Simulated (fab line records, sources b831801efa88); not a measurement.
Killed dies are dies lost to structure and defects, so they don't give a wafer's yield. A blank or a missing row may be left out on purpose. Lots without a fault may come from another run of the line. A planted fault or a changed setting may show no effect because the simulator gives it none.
fab line records | flow sky130 | part 1 of 2: steps 1 to 24 of 35
record lots=5 wafers=15 last_day=49
route steps=708 shown LDD_HVN@267 LDD_HVP@278 LDD_LDN@289
lots that met no fault: from a run of the same line without faults
start_h: hours from the record's first day to the start of the lot's first wafer shown | wait_h: hours since the lot's step before | " the same as in the row above | L1.1+2: a row that stands for several wafers | - no value, or no start given | * or withheld: withheld | < > ~ a bound
route shown NAME@n: a module of which the file shows steps, and the number in the route of the first | usual: mean/standard deviation of fault-free wafers | same: alike in all rows | chamber/n: place in a boat | sites: the reading at each site | _std_site: their standard deviation | _edge_site: outer sites' mean less inner sites' | radius_mm: how far each site lies from the wafer's centre | mask NAME#n: copy n | behind: the tool/chamber that last shaped the wafer | hold: why the lot was held/for how many hours/how that ended | device: the transistor (n, p or np) that didn't switch | end of line: the same wafers' tests at the end of the route | a step without rows: its recipe alone | killed: dies lost to structure and defects at the first sort, not the wafer's yield | map: a wafer's dies, x killed, . not, _ none there
set.NAME: the setting as run; set.NAME@STEP: as run at that earlier step | model.NAME: the simulator's own value behind a step, which no gauge read
lots at some steps of the route; a table a step, a row a wafer
services: from which hour (start_h, from the record's first day; less than 0 if before it) a tool's chamber was out of use, for how many hours, and why
## steps
# step SKY_LDD_HVN_DEHYDRATE_00
# recipe temp_c=200 time_s=60
# usual exhaust_pa=45.1/0.87 heater_power_total_W=160.38/0.12
# columns lot.wafer tool chamber start_h wait_h exhaust_pa heater_power_total_W
L079.2 litho_track-01 0 502.53 15.3 46.0 160.24
L079.4 " 0 " " 44.7 160.42
L079.6 " 0 " " 45.2 160.54
L085.1 litho_track-01 0 557.76 14.7 44.0 160.43
L085.3 " 0 " " 44.5 160.33
L085.6 " 0 " " 44.3 160.31
L089.4 litho_track-01 0 586.68 13.9 44.3 160.32
L089.5 " 0 " " 44.1 160.27
L089.6 " 0 " " 42.8 160.43
L090.1 litho_track-01 0 593.36 14.4 45.8 160.30
L090.3 " 0 " " 44.5 160.17
L090.5 " 0 " " 45.2 160.27
L094.2 litho_track-02 0 619.04 13.7 45.5 160.53
L094.3 " 0 " " 44.6 160.31
L094.6 " 0 " " 43.2 160.44
# step SKY_LDD_HVN_HMDS_01
# recipe prime_time_s=60 prime_temp_c=120
# usual exhaust_pa=44.9/0.81
# columns lot.wafer tool chamber start_h wait_h exhaust_pa
L079.2 litho_track-01 0 502.68 0.1 43.4
L079.4 " 0 " " 45.3
L079.6 " 0 " " 45.4
L085.1 litho_track-01 0 557.91 0.1 44.9
L085.3 " 0 " " 46.8
L085.6 " 0 " " 45.6
L089.4 litho_track-01 0 586.83 0.1 44.7
L089.5 " 0 " " 44.3
L089.6 " 0 " " 44.9
L090.1 litho_track-01 0 593.51 0.1 44.0
L090.3 " 0 " " 44.3
L090.5 " 0 " " 44.1
L094.2 litho_track-02 0 619.19 0.1 44.8
L094.3 " 0 " " 44.5
L094.6 " 0 " " 44.8
# step SKY_LDD_HVN_COAT_02
# recipe resist=NOVOLAK spin_rpm=3000 resist_thk_nm=300
# usual exhaust_pa=45.0/0.89
# columns lot.wafer tool chamber start_h wait_h exhaust_pa
L079.2 litho_track-01 0 502.83 0.1 46.1
L079.4 " 0 " " 45.8
L079.6 " 0 " " 46.0
L085.1 litho_track-01 0 558.06 0.1 43.7
L085.3 " 0 " " 44.3
L085.6 " 0 " " 43.4
L089.4 litho_track-01 0 586.98 0.1 44.2
L089.5 " 0 " " 43.9
L089.6 " 0 " " 44.9
L090.1 litho_track-01 0 593.66 0.1 44.8
L090.3 " 0 " " 44.9
L090.5 " 0 " " 45.3
L094.2 litho_track-02 0 619.34 0.1 45.1
L094.3 " 0 " " 44.1
L094.6 " 0 " " 45.0
# step SKY_LDD_HVN_SOFTBAKE_03
# recipe temp_c=90 time_s=60 resist=NOVOLAK
# usual exhaust_pa=44.8/0.85 heater_power_total_W=56.59/0.048
# columns lot.wafer tool chamber start_h wait_h exhaust_pa heater_power_total_W
L079.2 litho_track-01 0 502.98 0.1 44.3 56.57
L079.4 " 0 " " 45.3 56.55
L079.6 " 0 " " 45.1 56.58
L085.1 litho_track-01 0 558.21 0.1 44.9 56.63
L085.3 " 0 " " 45.2 56.60
L085.6 " 0 " " 43.3 56.57
L089.4 litho_track-01 0 587.13 0.1 45.5 56.60
L089.5 " 0 " " 44.8 56.57
L089.6 " 0 " " 44.0 56.61
L090.1 litho_track-01 0 593.81 0.1 45.1 56.56
L090.3 " 0 " " 45.4 56.66
L090.5 " 0 " " 45.0 56.61
L094.2 litho_track-02 0 619.49 0.1 42.1 56.65
L094.3 " 0 " " 43.5 56.62
L094.6 " 0 " " 43.8 56.58
# step SKY_LDD_HVN_EXPOSE_04
# recipe mask_id=HVNTM na=0.6 source_shape=conventional sigma_outer=0.6 polarization=unpolarized target_cd_nm=700 dose_mj=127
# usual exposure_dose_mJ_cm2=126.98/0.14 reticle_temp_C=23.02/0.11
# columns lot.wafer tool chamber start_h wait_h mask exposure_dose_mJ_cm2 reticle_temp_C
L079.2 iline_stepper-02 0 - - HVNTM#0 126.75 23.27
L079.4 " 0 " " HVNTM#0 126.88 23.24
L079.6 " 0 " " HVNTM#0 126.98 23.03
L085.1 iline_stepper-02 0 - - HVNTM#0 127.05 23.01
L085.3 " 0 " " HVNTM#0 127.12 23.01
L085.6 " 0 " " HVNTM#0 127.07 23.10
L089.4 iline_stepper-01 0 - - HVNTM#0 127.08 23.04
L089.5 " 0 " " HVNTM#0 126.97 23.14
L089.6 " 0 " " HVNTM#0 127.04 23.15
L090.1 iline_stepper-01 0 - - HVNTM#0 126.98 22.86
L090.3 " 0 " " HVNTM#0 126.93 22.83
L090.5 " 0 " " HVNTM#0 126.86 22.66
L094.2 iline_stepper-02 0 - - HVNTM#0 126.95 22.90
L094.3 " 0 " " HVNTM#0 126.96 22.93
L094.6 " 0 " " HVNTM#0 127.10 23.10
# step SKY_LDD_HVN_PEB_05
# recipe temp_c=withheld time_s=* resist=NOVOLAK
# usual exhaust_pa=45.1/0.81
# columns lot.wafer tool chamber start_h wait_h exhaust_pa
L079.2 litho_track-02 0 - - 45.9
L079.4 " 0 " " 43.8
L079.6 " 0 " " 44.3
L085.1 litho_track-03 0 - - 43.4
L085.3 " 0 " " 45.0
L085.6 " 0 " " 45.0
L089.4 litho_track-01 0 - - 45.2
L089.5 " 0 " " 45.8
L089.6 " 0 " " 46.1
L090.1 litho_track-01 0 - - 44.4
L090.3 " 0 " " 46.3
L090.5 " 0 " " 45.2
L094.2 litho_track-03 0 - - 43.7
L094.3 " 0 " " 45.7
L094.6 " 0 " " 44.6
# step SKY_LDD_HVN_DEVELOP_06
# recipe resist=NOVOLAK developer=TMAH develop_time_s=60 dev_temp_c=23
# usual exhaust_pa=44.6/0.9
# columns lot.wafer tool chamber start_h wait_h exhaust_pa
L079.2 litho_track-02 0 517.84 0.1 44.6
L079.4 " 0 " " 45.9
L079.6 " 0 " " 44.3
L085.1 litho_track-03 0 572.29 0.1 44.2
L085.3 " 0 " " 45.0
L085.6 " 0 " " 44.8
L089.4 litho_track-01 0 601.43 0.1 45.3
L089.5 " 0 " " 43.5
L089.6 " 0 " " 45.2
L090.1 litho_track-01 0 607.66 0.1 45.3
L090.3 " 0 " " 46.3
L090.5 " 0 " " 44.9
L094.2 litho_track-03 0 633.46 0.1 45.5
L094.3 " 0 " " 44.2
L094.6 " 0 " " 45.2
# step SKY_LDD_HVN_OVL_MEAS_07
# usual LDD_HVN_OVL=0.6/1.5
# columns lot.wafer tool chamber start_h wait_h LDD_HVN_OVL[nm]
L079.2 overlay-02 - 517.97 0.1 0.5
L079.4 " - " " 0.4
L079.6 " - " " -0.2
L085.1 overlay-02 - 572.44 0.1 -1.3
L085.3 " - " " -1.1
L085.6 " - " " -1.6
L089.4 overlay-01 - 601.53 0.1 1.7
L089.5 " - " " 0.3
L089.6 " - " " 0.9
L090.1 overlay-02 - 607.81 0.1 2.2
L090.3 " - " " 1.1
L090.5 " - " " 2.3
L094.2 overlay-01 - 633.59 0.1 -0.4
L094.3 " - " " -0.8
L094.6 " - " " 0.2
# step SKY_LDD_HVN_IMPLANT_08
# recipe species=P energy_kev=60 dose_cm2=3e+13 tilt_deg=40
# columns lot.wafer tool chamber start_h wait_h
L079.2+4+6 implanter-02 0 518.02 0.0
L085.1+3+6 implanter-03 0 572.47 0.0
L089.4+5+6 implanter-02 0 601.62 0.1
L090.1+3+5 implanter-02 0 607.85 0.0
L094.2+3+6 implanter-04 0 633.65 0.0
# step SKY_LDD_HVN_STRIP_09
# recipe chemistry=O2/N2 power_w=1400 pressure_mtorr=1500 platen_temp_c=withheld o2_flow_sccm=3000 n2_flow_sccm=300 overash_fraction=0.5
# usual drypump_motor_current_A=5.9/0.35 oes_product_au=0.409/0.0048 strip_time_to_endpoint_s=4.127/0.015
# same overash_fraction=0.5
# columns lot.wafer tool chamber start_h wait_h drypump_motor_current_A oes_product_au rf_hours_counter_h strip_time_to_endpoint_s
L079.2 plasma_asher-04 0 518.15 0.1 5.9 0.410 39 4.147
L079.4 " 1 " " 6.4 0.416 - 4.147
L079.6 " 0 " " 5.9 0.405 - 4.139
L085.1 plasma_asher-03 1 572.62 0.1 5.5 0.402 76 4.133
L085.3 " 1 " " 5.5 0.409 - 4.113
L085.6 " 0 " " 5.5 0.407 - 4.121
L089.4 plasma_asher-04 0 601.73 0.1 5.9 0.404 - 4.124
L089.5 " 0 " " 5.9 0.401 - 4.114
L089.6 " 1 " " 6.5 0.412 - 4.116
L090.1 plasma_asher-02 0 608.00 0.1 5.8 0.415 17 4.111
L090.3 " 0 " " 5.7 0.408 - 4.133
L090.5 " 0 " " 5.7 0.405 - 4.138
L094.2 plasma_asher-03 0 633.77 0.1 5.5 0.409 83 4.141
L094.3 " 0 " " 5.5 0.405 - 4.137
L094.6 " 1 " " 5.5 0.414 - 4.169
# step SKY_LDD_HVN_TW_MEAS_10
# usual LDD_HVN_TW=1439/9.3
# columns lot.wafer tool chamber start_h wait_h LDD_HVN_TW
L079.2 film_metro-03 - 518.26 0.1 1442
L079.4 " - " " 1434
L079.6 " - " " 1443
L085.1 film_metro-01 - 572.72 0.1 1445
L085.3 " - " " 1439
L085.6 " - " " 1443
L089.4 film_metro-01 - 601.83 0.1 1444
L089.5 " - " " 1450
L089.6 " - " " 1447
L090.1 film_metro-03 - 608.10 0.1 1448
L090.3 " - " " 1460
L090.5 " - " " 1455
L094.2 film_metro-04 - 633.88 0.1 1421
L094.3 " - " " 1428
L094.6 " - " " 1425
# step SKY_LDD_HVP_DEHYDRATE_00
# recipe temp_c=200 time_s=60
# usual exhaust_pa=45.0/0.95 heater_power_total_W=160.38/0.12
# columns lot.wafer tool chamber start_h wait_h exhaust_pa heater_power_total_W
L079.2 litho_track-04 0 534.03 15.8 45.4 160.35
L079.4 " 0 " " 46.4 160.56
L079.6 " 0 " " 45.4 160.36
L085.1 litho_track-04 0 586.40 13.7 44.8 160.49
L085.3 " 0 " " 45.9 160.32
L085.6 " 0 " " 46.3 160.40
L089.4 litho_track-01 0 615.68 13.8 43.5 160.62
L089.5 " 0 " " 44.8 160.30
L089.6 " 0 " " 45.9 160.35
L090.1 litho_track-04 0 622.80 14.7 46.5 160.31
L090.3 " 0 " " 46.6 160.34
L090.5 " 0 " " 46.5 160.41
L094.2 litho_track-01 0 647.63 13.7 45.4 160.30
L094.3 " 0 " " 44.0 160.58
L094.6 " 0 " " 44.3 160.47
# step SKY_LDD_HVP_HMDS_01
# recipe prime_time_s=60 prime_temp_c=120
# usual exhaust_pa=45.1/0.8
# columns lot.wafer tool chamber start_h wait_h exhaust_pa
L079.2 litho_track-04 0 534.18 0.1 45.5
L079.4 " 0 " " 47.3
L079.6 " 0 " " 46.0
L085.1 litho_track-04 0 586.55 0.1 44.9
L085.3 " 0 " " 45.2
L085.6 " 0 " " 45.9
L089.4 litho_track-01 0 615.83 0.1 44.2
L089.5 " 0 " " 44.7
L089.6 " 0 " " 43.9
L090.1 litho_track-04 0 622.95 0.1 45.5
L090.3 " 0 " " 44.6
L090.5 " 0 " " 45.9
L094.2 litho_track-01 0 647.78 0.1 45.4
L094.3 " 0 " " 46.0
L094.6 " 0 " " 44.7
# step SKY_LDD_HVP_COAT_02
# recipe resist=NOVOLAK spin_rpm=3000 resist_thk_nm=300
# usual exhaust_pa=44.8/1
# columns lot.wafer tool chamber start_h wait_h exhaust_pa
L079.2 litho_track-04 0 534.33 0.1 43.2
L079.4 " 0 " " 44.2
L079.6 " 0 " " 42.9
L085.1 litho_track-04 0 586.70 0.1 45.0
L085.3 " 0 " " 43.7
L085.6 " 0 " " 45.4
L089.4 litho_track-01 0 615.98 0.1 45.4
L089.5 " 0 " " 46.0
L089.6 " 0 " " 44.3
L090.1 litho_track-04 0 623.10 0.1 45.3
L090.3 " 0 " " 45.6
L090.5 " 0 " " 44.7
L094.2 litho_track-01 0 647.93 0.1 41.9
L094.3 " 0 " " 43.0
L094.6 " 0 " " 43.5
# step SKY_LDD_HVP_SOFTBAKE_03
# recipe temp_c=90 time_s=60 resist=NOVOLAK
# usual exhaust_pa=45.0/0.96 heater_power_total_W=56.60/0.041
# columns lot.wafer tool chamber start_h wait_h exhaust_pa heater_power_total_W
L079.2 litho_track-04 0 534.48 0.1 44.7 56.55
L079.4 " 0 " " 44.5 56.57
L079.6 " 0 " " 43.3 56.66
L085.1 litho_track-04 0 586.85 0.1 46.0 56.57
L085.3 " 0 " " 45.7 56.69
L085.6 " 0 " " 45.4 56.61
L089.4 litho_track-01 0 616.13 0.1 43.8 56.59
L089.5 " 0 " " 44.3 56.63
L089.6 " 0 " " 42.9 56.60
L090.1 litho_track-04 0 623.25 0.1 44.3 56.58
L090.3 " 0 " " 44.9 56.64
L090.5 " 0 " " 45.2 56.61
L094.2 litho_track-01 0 648.08 0.1 45.0 56.69
L094.3 " 0 " " 44.1 56.61
L094.6 " 0 " " 45.3 56.63
# step SKY_LDD_HVP_EXPOSE_04
# recipe mask_id=HVPTM na=0.6 source_shape=conventional sigma_outer=0.6 polarization=unpolarized target_cd_nm=700 dose_mj=86
# usual exposure_dose_mJ_cm2=85.99/0.094 reticle_temp_C=23.00/0.11
# columns lot.wafer tool chamber start_h wait_h mask exposure_dose_mJ_cm2 reticle_temp_C
L079.2 iline_stepper-01 0 - - HVPTM#0 85.95 23.09
L079.4 " 0 " " HVPTM#0 86.08 23.19
L079.6 " 0 " " HVPTM#0 86.13 22.98
L085.1 iline_stepper-02 0 - - HVPTM#0 85.70 23.11
L085.3 " 0 " " HVPTM#0 85.80 23.17
L085.6 " 0 " " HVPTM#0 85.99 23.11
L089.4 iline_stepper-02 0 - - HVPTM#0 85.93 23.15
L089.5 " 0 " " HVPTM#0 85.99 23.01
L089.6 " 0 " " HVPTM#0 86.00 22.97
L090.1 iline_stepper-01 0 - - HVPTM#0 86.00 22.95
L090.3 " 0 " " HVPTM#0 85.95 23.02
L090.5 " 0 " " HVPTM#0 85.96 22.90
L094.2 iline_stepper-02 0 - - HVPTM#0 86.14 23.17
L094.3 " 0 " " HVPTM#0 86.16 23.17
L094.6 " 0 " " HVPTM#0 86.17 23.14
# step SKY_LDD_HVP_PEB_05
# recipe temp_c=withheld time_s=* resist=NOVOLAK
# usual exhaust_pa=44.8/0.85
# columns lot.wafer tool chamber start_h wait_h exhaust_pa
L079.2 litho_track-04 0 - - 44.3
L079.4 " 0 " " 43.4
L079.6 " 0 " " 45.0
L085.1 litho_track-02 0 - - 44.5
L085.3 " 0 " " 43.7
L085.6 " 0 " " 43.8
L089.4 litho_track-04 0 - - 44.2
L089.5 " 0 " " 45.7
L089.6 " 0 " " 46.2
L090.1 litho_track-02 0 - - 45.1
L090.3 " 0 " " 44.6
L090.5 " 0 " " 44.1
L094.2 litho_track-01 0 - - 43.7
L094.3 " 0 " " 44.2
L094.6 " 0 " " 44.9
# step SKY_LDD_HVP_DEVELOP_06
# recipe resist=NOVOLAK developer=TMAH develop_time_s=60 dev_temp_c=23
# usual exhaust_pa=44.9/0.81
# columns lot.wafer tool chamber start_h wait_h exhaust_pa
L079.2 litho_track-04 0 548.98 0.1 44.6
L079.4 " 0 " " 45.3
L079.6 " 0 " " 45.6
L085.1 litho_track-02 0 601.26 0.1 43.7
L085.3 " 0 " " 44.6
L085.6 " 0 " " 44.9
L089.4 litho_track-04 0 630.58 0.1 45.1
L089.5 " 0 " " 46.0
L089.6 " 0 " " 44.6
L090.1 litho_track-02 0 637.01 0.1 45.0
L090.3 " 0 " " 45.4
L090.5 " 0 " " 44.8
L094.2 litho_track-01 0 662.23 0.1 45.5
L094.3 " 0 " " 44.3
L094.6 " 0 " " 44.7
# step SKY_LDD_HVP_OVL_MEAS_07
# usual LDD_HVP_OVL=0.8/1.6
# columns lot.wafer tool chamber start_h wait_h LDD_HVP_OVL[nm]
L079.2 overlay-02 - 549.11 0.1 2.9
L079.4 " - " " 2.3
L079.6 " - " " 2.9
L085.1 overlay-02 - 601.41 0.1 -0.9
L085.3 " - " " -0.8
L085.6 " - " " -0.6
L089.4 overlay-01 - 630.67 0.1 0.6
L089.5 " - " " 2.2
L089.6 " - " " 1.7
L090.1 overlay-01 - 637.16 0.1 1.5
L090.3 " - " " 1.9
L090.5 " - " " 2.4
L094.2 overlay-02 - 662.37 0.1 2.0
L094.3 " - " " 1.6
L094.6 " - " " 1.6
# step SKY_LDD_HVP_IMPLANT_08
# recipe species=B energy_kev=20 dose_cm2=1.7e+13 tilt_deg=17.9
# columns lot.wafer tool chamber start_h wait_h
L079.2+4+6 implanter-01 0 549.17 0.0
L085.1+3+6 implanter-01 0 601.45 0.0
L089.4+5+6 implanter-02 0 630.76 0.1
L090.1+3+5 implanter-02 0 637.20 0.0
L094.2+3+6 implanter-04 0 662.42 0.0
# step SKY_LDD_HVP_STRIP_09
# recipe chemistry=O2/N2 power_w=1400 pressure_mtorr=1500 platen_temp_c=withheld o2_flow_sccm=3000 n2_flow_sccm=300 overash_fraction=0.5
# usual drypump_motor_current_A=5.81/0.28 oes_product_au=0.408/0.0044 strip_time_to_endpoint_s=4.130/0.015
# same overash_fraction=0.5
# columns lot.wafer tool chamber start_h wait_h drypump_motor_current_A oes_product_au rf_hours_counter_h strip_time_to_endpoint_s
L079.2 plasma_asher-02 0 549.29 0.1 5.73 0.415 11 4.133
L079.4 " 0 " " 5.73 0.407 - 4.148
L079.6 " 1 " " 6.24 0.413 - 4.140
L085.1 plasma_asher-03 0 601.60 0.1 5.49 0.406 79 4.145
L085.3 " 1 " " 5.55 0.407 - 4.148
L085.6 " 0 " " 5.51 0.412 - 4.149
L089.4 plasma_asher-03 1 630.87 0.1 5.55 0.407 - 4.121
L089.5 " 1 " " 5.55 0.416 - 4.131
L089.6 " 0 " " 5.51 0.409 - 4.127
L090.1 plasma_asher-02 0 637.35 0.1 5.75 0.415 20 4.129
L090.3 " 0 " " 5.73 0.412 - 4.120
L090.5 " 0 " " 5.73 0.405 - 4.119
L094.2 plasma_asher-02 1 662.55 0.1 6.24 0.406 23 4.129
L094.3 " 0 " " 5.72 0.404 - 4.110
L094.6 " 1 " " 6.27 0.406 - 4.127
# step SKY_LDD_HVP_TW_MEAS_10
# usual LDD_HVP_TW=455/3.2
# columns lot.wafer tool chamber start_h wait_h LDD_HVP_TW
L079.2 film_metro-02 - 549.40 0.1 455
L079.4 " - " " 454
L079.6 " - " " 453
L085.1 film_metro-03 - 601.70 0.1 458
L085.3 " - " " 457
L085.6 " - " " 460
L089.4 film_metro-04 - 630.97 0.1 455
L089.5 " - " " 453
L089.6 " - " " 454
L090.1 film_metro-04 - 637.45 0.1 453
L090.3 " - " " 454
L090.5 " - " " 454
L094.2 film_metro-03 - 662.66 0.1 458
L094.3 " - " " 461
L094.6 " - " " 461
# step SKY_LDD_LDN_DEHYDRATE_00
# recipe temp_c=200 time_s=60
# usual exhaust_pa=45.2/0.79 heater_power_total_W=160.38/0.13
# columns lot.wafer tool chamber start_h wait_h exhaust_pa heater_power_total_W
L079.2 litho_track-02 0 564.74 15.3 43.3 160.58
L079.4 " 0 " " 43.8 160.58
L079.6 " 0 " " 45.3 160.38
L085.1 litho_track-04 0 615.15 13.4 46.6 160.29
L085.3 " 0 " " 46.0 160.33
L085.6 " 0 " " 45.4 160.20
L089.4 litho_track-02 0 644.09 13.1 43.3 160.45
L089.5 " 0 " " 45.7 160.42
L089.6 " 0 " " 44.7 160.26
L090.1 litho_track-02 0 652.26 14.8 46.1 160.50
L090.3 " 0 " " 45.3 160.20
L090.5 " 0 " " 44.8 160.33
L094.2 litho_track-03 0 675.46 12.8 45.2 160.20
L094.3 " 0 " " 44.5 160.41
L094.6 " 0 " " 46.3 160.33
# step SKY_LDD_LDN_HMDS_01
# recipe prime_time_s=60 prime_temp_c=120
# usual exhaust_pa=44.9/0.93
# columns lot.wafer tool chamber start_h wait_h exhaust_pa
L079.2 litho_track-02 0 564.89 0.1 44.3
L079.4 " 0 " " 45.0
L079.6 " 0 " " 44.1
L085.1 litho_track-04 0 615.30 0.1 44.6
L085.3 " 0 " " 44.6
L085.6 " 0 " " 44.1
L089.4 litho_track-02 0 644.24 0.1 45.2
L089.5 " 0 " " 45.5
L089.6 " 0 " " 46.5
L090.1 litho_track-02 0 652.41 0.1 46.1
L090.3 " 0 " " 44.7
L090.5 " 0 " " 45.6
L094.2 litho_track-03 0 675.61 0.1 46.1
L094.3 " 0 " " 43.9
L094.6 " 0 " " 44.2
